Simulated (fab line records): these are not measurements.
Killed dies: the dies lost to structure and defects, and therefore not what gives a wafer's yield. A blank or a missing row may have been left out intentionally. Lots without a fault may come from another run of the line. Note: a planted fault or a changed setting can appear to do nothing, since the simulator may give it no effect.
One fault seen from 2 desks :: flow gf180mcu :: each desk holds nothing but its own numbers, with what lay behind them at the end

## TOOL OWNER'S DESK, rie metal-03
The tool's own readings at GF_M3_METAL_ETCH_16 (etches the open film in Cl2/BCl3, stops on SiO2, target depth 627.5 nm, time 104.6 s): means of the sampled wafers that have a number, for each lot that ran on this tool. The brackets show how far a lot's mean lies from the usual mean; more than 4 standard deviations puts the lot out of limits, marked OUT.
Columns: A = drypump motor current A at GF_M3_METAL_ETCH_16, usual 5.8 A; B = oes product au at GF_M3_METAL_ETCH_16, usual 0.973 a.u.; C = run length s at GF_M3_METAL_ETCH_16, usual 132.9 s; D = throttle valve pct at GF_M3_METAL_ETCH_16, usual 28.248 %
lot: L856
first seen here: day 23 08:14
A: 5.6
B: 1.024 (+6.9) OUT
C: 126.2 (-8.2) OUT
D: 28.187 (-6.1) OUT

lot: L857
first seen here: day 23 21:16
A: 5.7
B: 1.017 (+5.9) OUT
C: 126.5 (-7.9) OUT
D: 28.199 (-4.9) OUT

lot: L873
first seen here: day 28 21:33
A: 5.7
B: 0.973
C: 133.2
D: 28.241
This desk's verdict: out of limits on L856, L857, starting with L856 at day 23 08:14 (oes product au at GF_M3_METAL_ETCH_16). In limits: L873.

## AT THE METROLOGY DESK
Means of the sampled wafers that have a number, per lot and without regard to the tool the lot ran on: this is what the gauges read. The brackets show how far a lot's mean lies from the usual mean; more than 4 standard deviations puts the lot out of limits, marked OUT.
Columns: A = M3_ALCU_RS at GF_M3_RS_MEAS_05, usual 0.0692 ohm/sq; B = M3_ALCU_THK at GF_M3_THK_MEAS_06, usual 463 nm; C = cd nm at GF_M3_CD_MEAS_14, usual 279.5 nm; D = M3_OVL at GF_M3_OVL_MEAS_15, usual 3 nm
lot: L850
first seen here: day 20 09:26
A: 0.0687
B: 468
C: 279.4
D: 2

lot: L856
first seen here: day 22 09:33
A: 0.0685
B: 465
C: 279.8
D: 3

lot: L857
first seen here: day 22 21:01
A: 0.0689
B: 467
C: 278.9
D: -1

lot: L866
first seen here: day 25 23:04
A: 0.0690
B: 463
C: 281.8
D: 9

lot: L868
first seen here: day 26 13:35
A: 0.0698
B: 455
C: 277.7
D: 5

lot: L873
first seen here: day 28 02:40
A: 0.0683
B: 472
C: 278.8
D: 6
This desk's verdict: no lot among the 6 shows anything out of limits.

## BROUGHT TOGETHER
The tool owner's desk had the chance to raise an alarm at day 23 08:14 on L856, L857.
The metrology desk saw nothing out of limits.
The metrology desk holds a record of L856, L857, inside its limits.
All the named lots went through GF_M3_METAL_ETCH_16 on rie metal-03.

## WHAT THE SIMULATOR HAD PUT IN
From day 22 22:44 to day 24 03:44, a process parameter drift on rie metal-03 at GF_M3_METAL_ETCH_16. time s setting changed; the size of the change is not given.
Shown lots that were struck: L856, L857.
Each desk's first reading out of limits, in hours after the fault started: the tool owner's desk, 10.
